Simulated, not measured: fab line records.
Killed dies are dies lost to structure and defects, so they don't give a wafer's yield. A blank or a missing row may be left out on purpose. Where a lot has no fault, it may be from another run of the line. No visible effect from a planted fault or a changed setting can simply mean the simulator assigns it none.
The same fault as seen by 2 desks ; flow sky130 ; each desk holds nothing but its own numbers, with what lay behind them at the end

## FROM THE METROLOGY DESK
Means of the sampled wafers that have a number, per lot and without regard to the tool the lot ran on: this is what the gauges read. Marked OUT: a lot whose mean sits more than 4 standard deviations from the usual mean, which makes it out of limits; the brackets give that distance.
Columns: A = POLY_GATE_CVD_03_THK at SKY_POLY_GATE_THK_MEAS_04, usual 75.0 nm; B = cd_nm at SKY_POLY_GATE_CD_MEAS_13, usual 151.0 nm; C = POLY_GATE_OVL at SKY_POLY_GATE_OVL_MEAS_14, usual 1 nm
lot;first seen here;A;B;C
L714;day 17 07:40;75.3;151.9;9
L715;day 17 13:24;74.4;149.5;-3
L718;day 19 01:03;75.3;151.2;12
L725;day 22 00:08;75.2;151.6;0
L727;day 22 04:37;75.3;151.4;-3
L730;day 23 01:32;74.7;152.4;5
Finding of this desk: none of the 6 lots has anything out of limits.

## FOR THE TOOL OWNER'S DESK: rie_diel-04
The tool's own readings at SKY_POLY_GATE_ETCH_15 (etches BARC in N2/H2, stops on SiO2, time 118.5 s, target depth 110 nm): means of the sampled wafers that have a number, for each lot that ran on this tool. Marked OUT: a lot whose mean sits more than 4 standard deviations from the usual mean, which makes it out of limits; the brackets give that distance.
Columns: A = bias_w at SKY_POLY_GATE_ETCH_15, usual 99.95 W; B = drypump_motor_current_A at SKY_POLY_GATE_ETCH_15, usual 5.9 A; C = oes_product_au at SKY_POLY_GATE_ETCH_15, usual 0.716 a.u.; D = rf_fwd_power_W at SKY_POLY_GATE_ETCH_15, usual 497.5 W; E = throttle_valve_pct at SKY_POLY_GATE_ETCH_15, usual 13.213 %
lot;first seen here;A;B;C;D;E
L714;day 18 12:57;100.07;6.3;0.718;496.5;13.214
L715;day 18 18:48;100.03;5.9;0.719;497.2;13.218
L725;day 23 06:23;96.56 (-12) OUT;6.3;0.720;497.7;13.217
L727;day 23 11:07;96.50 (-12) OUT;5.8;0.716;496.8;13.217
This desk's finding: out of limits on L725, L727; first on L725, day 23 06:23 (bias_w at SKY_POLY_GATE_ETCH_15). L714, L715: within limits.

## BROUGHT TOGETHER
At day 23 06:23, on L725, L727, the tool owner's desk was in a position to raise an alarm.
Nothing out of limits was seen by the metrology desk.
The metrology desk has L725, L727 on record, within its limits.
The lots listed all ran SKY_POLY_GATE_ETCH_15 on rie_diel-04.

## WHAT WAS PUT IN BY THE SIMULATOR
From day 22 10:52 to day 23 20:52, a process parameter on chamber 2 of rie_diel-04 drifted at SKY_POLY_GATE_ETCH_15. Setting bias_w, moved by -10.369, from 100. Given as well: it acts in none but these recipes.
Struck lots among those shown: L725, L727.
Delay in hours, fault start to first out-of-limits reading, by desk: the tool owner's desk at 20.
